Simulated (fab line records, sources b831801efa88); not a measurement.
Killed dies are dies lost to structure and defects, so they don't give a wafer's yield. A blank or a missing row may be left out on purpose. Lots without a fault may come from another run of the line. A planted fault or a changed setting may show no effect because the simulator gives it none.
A struck lot beside a sound one | flow gf180mcu | 13 steps out of a route of 602
Sound: wafers L108.1, L108.4, L108.6. Struck: wafers L126.1, L126.2, L126.5. The cause comes at the end.
At each step with rows: each side's tool, then ch and its chambers, then its first start. Under that, the readings that differ: sound wafers | struck wafers | difference of the means | sigmas: that difference in standard deviations of wafers without a fault.
alike: readings whose means differ by less than 2 such deviations, and words and numbers that are the same on both sides. not compared: withheld readings, readings that some wafer has no value for, bounds like >300 that may hide the same value, and numbers for which the record gives no deviation and whose values overlap.
The two part at a step that has a row with sigmas, a row that says differs or no value, or rows on one side only. Numbers that don't overlap but have no deviation are shown without sigmas and don't part them. A reading that every wafer of one side lacks parts them only if that side has two wafers or more.

GF_STI_BOW_MEAS_00:
  sound on film_metro-02, day 1 10:00; struck on film_metro-01, day 5 04:00
  alike: INCOMING_BOW
then, 1 step without rows for these wafers: GF_STI_OXIDATION_01 (stabilise 600 s, purge 300 s, target thk 10 nm).
GF_STI_THK_MEAS_02:
  sound on film_metro-03, day 1 11:31; struck on film_metro-03, day 5 05:31
  reading                | sound             | struck            | difference | sigmas
  STI_OXIDATION_THK (nm) | 10.13 10.03 10.05 | 10.46 10.47 10.37 | +0.36      | +2
then, 1 step without rows for these wafers: GF_STI_CVD_03 (deposits Si3N4 from DCS/NH3, target thk 207.16 nm, time 3551 s).
GF_STI_THK_MEAS_04:
  sound on film_metro-03, day 1 14:33; struck on film_metro-03, day 5 07:34
  alike: STI_CVD_03_THK
then, 6 steps without rows for these wafers: GF_STI_DEHYDRATE_05 (time 60 s); GF_STI_HMDS_06 (prime time 60 s); GF_STI_COAT_07 (resist thk 700 nm); GF_STI_SOFTBAKE_08 (time 60 s); GF_STI_EXPOSE_09 (exposes mask COMP, target cd 220 nm); GF_STI_PEB_10 (peb time 90 s).
GF_STI_DEVELOP_11: develop time 60 s.
  sound on litho_track-02 ch 0, day 2 01:57; struck on litho_track-03, day 5 21:41
  no value came back on the struck wafers for chill_plate_temp_C (C), develop_time_s (s); on the sound wafers chill_plate_temp_C (C) reads 23.27 23.07 23.09
  reading                              | sound             | struck          | difference | sigmas
  model.KrF_of_STI_COAT_07.thk_nm (nm) | 687.7 687.4 685.6 | 698 698.8 696.4 | +11        |
GF_STI_CD_MEAS_12: target cd 220 nm.
  sound on cd_sem-02, day 2 02:06; struck on cd_sem-01, day 5 21:50
  reading    | sound             | struck | difference                    | sigmas
  cd_nm (nm) | 218.7 218.8 218.9 | - - -  | no value on the struck wafers |

WHERE THEY PART
First at GF_STI_THK_MEAS_02; last, within this record, at GF_STI_CD_MEAS_12.

WHY: what the simulator had put in
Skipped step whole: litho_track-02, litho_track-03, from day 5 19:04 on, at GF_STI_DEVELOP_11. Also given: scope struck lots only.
